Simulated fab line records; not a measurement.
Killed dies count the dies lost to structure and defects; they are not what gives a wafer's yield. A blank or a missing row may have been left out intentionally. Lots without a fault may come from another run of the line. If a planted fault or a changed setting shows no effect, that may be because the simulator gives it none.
Matching of chambers ; flow sky130 ; 4 sister chambers for SKY_POLY_CUT_ETCH_10 on rie diel-02
The step etches BARC in N2/H2, stops on SiO2, time 45.9 s, target depth 60 nm. 7 wafers are shown with their chamber, then 7 later ones without.

EACH WAFER AND ITS CHAMBER
wafer;chamber;oes product au (a.u.);h2 flow sccm (sccm)
L075.3;0;0.843;200.3
L086.3;1;0.855;201.8
L086.5;3;0.851;199.1
L090.1;1;0.856;199.6
L090.6;2;0.851;200.4
L093.1;2;0.854;200.7
L093.3;3;0.850;199.6

WAFERS MISSING THEIR CHAMBER
wafer;oes product au (a.u.);h2 flow sccm (sccm)
L093.6;0.853;200.1
L097.1;0.858;199.6
L097.3;0.858;199.8
L097.6;0.854;198.7
L096.4;0.859;200.9
L096.5;0.855;199.0
L096.6;0.852;199.8

WHICH CHAMBER EACH WENT THROUGH
wafer;from the rows above;in truth
L093.6;can't be placed: 2 or 1 or 3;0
L097.1;can't be placed: 1 or 2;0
L097.3;1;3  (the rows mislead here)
L097.6;can't be placed: 2 or 1 or 3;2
L096.4;1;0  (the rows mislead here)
L096.5;can't be placed: 1 or 2 or 3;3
L096.6;can't be placed: 2 or 3 or 1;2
Placed correctly: 0 of 7. These rows do not allow placing 5 (true chamber among the candidates in 3). 2 placed wrongly.
How it was worked out, from the rows above alone: a wafer's distance from a chamber is the root of the sum, over the readings, of the square of ((its reading less the chamber's mean) divided by the reading's scatter). The wafer belongs to the nearest chamber; if the next one is less than 2 further off, it can't be placed. A chamber's mean is the mean of its shown wafers. The scatter is the square root of a quotient: the sum, over the shown wafers, of each reading's squared deviation from its chamber's mean, divided by wafers minus chambers.
